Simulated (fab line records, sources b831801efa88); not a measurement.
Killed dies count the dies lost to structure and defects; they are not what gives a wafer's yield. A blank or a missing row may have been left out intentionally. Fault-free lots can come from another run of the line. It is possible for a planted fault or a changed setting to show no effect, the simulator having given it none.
Chamber matching -- flow gf180mcu -- rie_diel-03 running GF_V1_ETCH_16: 4 sister chambers
The step etches BARC in N2/H2. 4 wafers are shown with their chamber, then 8 later ones without.

WAFERS PAIRED WITH THEIR CHAMBERS
wafer,chamber,drypump_motor_current_A (A)
L079.3,0,5.9
L081.2,2,5.2
L081.6,1,5.8
L086.1,3,6.5

WAFERS WHOSE CHAMBER IS MISSING
wafer,drypump_motor_current_A (A)
L086.3,5.3
L086.5,6.5
L089.1,5.2
L089.3,5.8
L089.6,5.2
L090.3,5.9
L090.4,5.8
L090.5,6.6

THE CHAMBER EACH PASSED THROUGH
wafer,from the rows above,in truth
L086.3,2,2
L086.5,3,3
L089.1,2,2
L089.3,1,1
L089.6,2,2
L090.3,0,0
L090.4,1,1
L090.5,3,3
Correct placement for 8 of the 8. Number that these rows cannot place: 0. 0 placed wrongly.
How it was worked out, from the rows above alone: a wafer's distance from a chamber is the root of the sum, over the readings, of the square of ((its reading less the chamber's mean) divided by the reading's scatter). The wafer belongs to the nearest chamber; if the next one is less than 2 further off, it can't be placed. A chamber's mean is the mean of its shown wafers. The scatter: with one shown wafer a chamber, the root of the mean of the squares of how far each hidden wafer lies from its nearest shown one.
